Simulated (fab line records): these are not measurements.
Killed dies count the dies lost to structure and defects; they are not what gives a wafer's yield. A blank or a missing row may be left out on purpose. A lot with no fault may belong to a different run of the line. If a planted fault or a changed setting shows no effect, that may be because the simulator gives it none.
Problem report, 8D (eight disciplines) form, completed by code    flow sky130    the parts of the form that need people (team, actions taken, sign-off) are left out

1. PROBLEM STATEMENT
Mean LI_CONTACT_HDPCVD_THK at SKY_LI_CONTACT_THK_MEAS_01: 1101 nm over 2 wafers in 2 lots; fault-free wafers: 934 nm, standard deviation 10. Relative to the usual mean, that is a shift of +17 standard deviations.
First seen on wafer L874.3, day 32 13:28, on film-metro-01. The record holds 33 wafers of 11 lots with a number at this step. By rule, "out" or "out of limits" means more than 4 standard deviations away from the usual mean. Any other wafer with a number is counted as sound.

2. WHAT IT IS, WHAT IT ISN'T
question                     is                            is not
which readings at this step  LI_CONTACT_HDPCVD_THK         -
which lots                   L874, L877                    L862, L863, L864, L869, L870, L881, L883, L884, L885
which wafers of those lots   L874.3, L877.2                L874.1, L874.4, L877.1, L877.3
read on which gauges         film-metro-01, film-metro-03  film-metro-02
when                         from day 32 13:28             up to then (17 sound wafers); but 14 sound wafers of L877, L881, L883, L884, L885 came after

3. SUSPECTS, AND WHAT RULES EACH OUT
Counting: any tool at a process step up to the reading remains a suspect provided it ran every lot that is out. Sound lots after the first of them don't rule it out here, since some wafers of a struck lot are sound.
- ruled out: the gauge at SKY_LI_CONTACT_THK_MEAS_01. Those wafers that are out were read across 2 gauges (film-metro-01, film-metro-03).
- rie-diel-01 at SKY_POLY_CUT_ETCH_10 (etches BARC in N2/H2, stops on SiO2, time 45.9 s, target depth 60 nm): kept. It ran every lot that is out, first L874 (day 29 01:20).
- hdpcvd-02 at SKY_LI_CONTACT_HDPCVD_00 (deposits PSG, target thk 930 nm, time 155 s): kept. It ran every lot that is out, first L874 (day 32 13:22); its last sound lot up to then is L870 (day 30 23:27). Out on those wafers are its own readings of run-length-s.
- In hdpcvd-02 at SKY_LI_CONTACT_HDPCVD_00, the wafers that are out were processed in chamber 0 and their sound lot-mates in chambers 1, 2.
After counting, rie-diel-01 at SKY_POLY_CUT_ETCH_10 and hdpcvd-02 at SKY_LI_CONTACT_HDPCVD_00 remain.

4. THE CAUSE (what the simulator had put in)
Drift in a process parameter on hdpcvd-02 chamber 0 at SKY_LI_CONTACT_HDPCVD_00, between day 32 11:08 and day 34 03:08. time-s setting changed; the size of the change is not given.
Counting left 2 suspects, and this tool is among them.

5. THE CHAIN OF EFFECTS, in route order
Rows list readings where the struck wafers' mean (over those with a number) sits beyond 3 standard deviations from the usual. Scope: only readings with a usual standard deviation given in the record; hours: median across lots of the time from each lot's start at the first step in this table that gives one to its start at this step; sigmas: change in usual standard deviations.
hours  step                        reading                usual    on struck wafers  change  sigmas
0      SKY_LI_CONTACT_HDPCVD_00    run-length-s           183.0 s  211.0             +28.0   +58
0      SKY_LI_CONTACT_THK_MEAS_01  LI_CONTACT_HDPCVD_THK  934 nm   1101              +167    +17
0      SKY_LI_CONTACT_CMP_02       time-to-endpoint-s     32.5 s   50.0              +17.5   +7.3
Here are the process steps it includes:
- SKY_LI_CONTACT_HDPCVD_00: deposits PSG, target thk 930 nm, time 155 s.
- SKY_LI_CONTACT_CMP_02: polishes PSG.

6. HOW IT WOULD HAVE BEEN CAUGHT EARLIER
2 hours passed between the start of the fault at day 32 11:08 and the first reading out of limits at a measuring or inspecting step in this record, taken at day 32 13:28.
At SKY_LI_CONTACT_HDPCVD_00, the tool's own readings (run-length-s) were out on each struck wafer the step has a row for, so an alarm limit on them would have fired on the first such wafer.
Lots out: 2; of these, L877 started SKY_LI_CONTACT_HDPCVD_00 on hdpcvd-02 after day 32 13:28. It would have been spared by a hold on the tool at that moment.
